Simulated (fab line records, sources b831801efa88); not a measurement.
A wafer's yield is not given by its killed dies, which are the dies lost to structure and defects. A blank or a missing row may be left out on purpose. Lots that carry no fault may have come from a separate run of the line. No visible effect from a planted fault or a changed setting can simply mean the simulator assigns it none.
Which tool did it? ; flow gf180mcu ; 12 lots with 36 wafers sampled at 3 steps, on a route of 602 steps

## WHAT THE GAUGES SHOWED, per wafer
GF_STI_THK_MEAS_04. Usual: STI_CVD_03_THK 207.4 nm, standard deviation 1.6.
lot;measured;on;STI_CVD_03_THK (nm);flag
L120;day 1 14:32;film metro-02;208.8 208.6 209.3;
L121;day 1 19:35;film metro-02;207.8 206.2 206.3;
L122;day 2 01:36;film metro-02;208.3 209.3 205.7;
L123;day 2 09:46;film metro-02;209.6 209.2 210.0;
L124;day 2 09:46;film metro-04;209.1 210.2 208.8;
L125;day 2 18:02;film metro-03;206.8 209.1 207.4;
L127;day 3 03:26;film metro-04;204.0 202.9 204.4;
L134;day 4 12:13;film metro-03;206.4 205.3 207.4;
L136;day 4 21:34;film metro-02;209.8 207.2 207.8;
L139;day 5 12:35;film metro-02;207.6 207.7 207.3;
L142;day 6 08:09;film metro-04;206.6 205.2 207.3;
L143;day 6 14:39;film metro-04;208.4 206.7 207.9;

GF_VT_IMPLANT_OVL_MEAS_40. Usual: VT_IMPLANT_03_OVL 0.0 nm, standard deviation 1.3.
lot;measured;on;VT_IMPLANT_03_OVL (nm);flag
L120;day 8 00:42;overlay-01;-0.5 -0.8 0.6;
L121;day 7 22:52;overlay-02;0.4 1.2 1.2;
L122;day 8 07:23;overlay-02;-0.3 -1.0 -1.5;
L123;day 8 11:29;overlay-01;-0.3 -1.9 -1.5;
L124;day 8 10:30;overlay-02;2.4 1.6 1.3;
L125;day 8 21:17;overlay-02;0.5 -0.7 0.2;
L127;day 9 12:53;overlay-01;0.3 2.1 1.2;
L134;day 11 13:29;overlay-01;-1.6 0.1 -2.8;
L136;day 11 22:17;overlay-01;-1.8 -0.8 1.4;
L139;day 13 08:39;overlay-02;1.9 1.1 1.0;
L142;day 14 12:44;overlay-01;-1.1 0.6 -2.0;
L143;day 14 16:21;overlay-01;-1.0 1.0 -0.6;

GF_POLY_GATE_THK_MEAS_17. Usual: POLY_GATE_OXIDATION_THK 4.02 nm, standard deviation 0.094.
lot;measured;on;POLY_GATE_OXIDATION_THK (nm);flag
L120;day 9 19:02;film metro-01;4.12 4.01 4.01;
L121;day 9 16:22;film metro-04;4.02 4.01 3.98;
L122;day 10 01:10;film metro-01;3.88 3.86 3.84;
L123;day 10 08:11;film metro-04;4.13 4.14 4.13;
L124;day 10 08:11;film metro-03;4.16 4.19 4.08;
L125;day 10 17:04;film metro-04;4.05 4.10 3.95;
L127;day 11 08:22;film metro-03;4.09 4.10 4.06;
L134;day 13 13:11;film metro-04;3.96 4.00 4.06;
L136;day 14 01:48;film metro-04;3.95 4.08 4.01;
L139;day 15 09:42;film metro-03;4.05 4.03 4.03;
L142;day 16 14:49;film metro-04;3.97 4.12 4.05;
L143;day 16 18:13;film metro-03;4.09 4.03 4.04;

## EACH LOT AND THE TOOL THAT RAN IT (in order: tool; ch and the chambers of the sampled wafers; start)
Record: no process step prior to these readings.

## WHAT THE TOOLS THEMSELVES READ (means of the sampled wafers that have a number; where no wafer has one, the mark that the record gives instead)
The record holds no such reading with a usual standard deviation.

## THE ANSWER, worked out from the rows above alone
Rule: take the mean of a lot's wafers that have a number; if it is more than 3 standard deviations from the usual mean, the lot is off. A lot without any number at a reading at which 4 lots or more have one is off too. Where the step has rows for the other lots, those lots are counted as sound. First the gauges in route order, then the tools' own readings, where a lot's mean is used as printed above. At the first step where some lot is off, the reading lying furthest off is the one used; lots without a number count as furthest.
Across all readings shown, no lot is off: no conclusion can be drawn from this.

## WHAT WAS PUT IN BY THE SIMULATOR
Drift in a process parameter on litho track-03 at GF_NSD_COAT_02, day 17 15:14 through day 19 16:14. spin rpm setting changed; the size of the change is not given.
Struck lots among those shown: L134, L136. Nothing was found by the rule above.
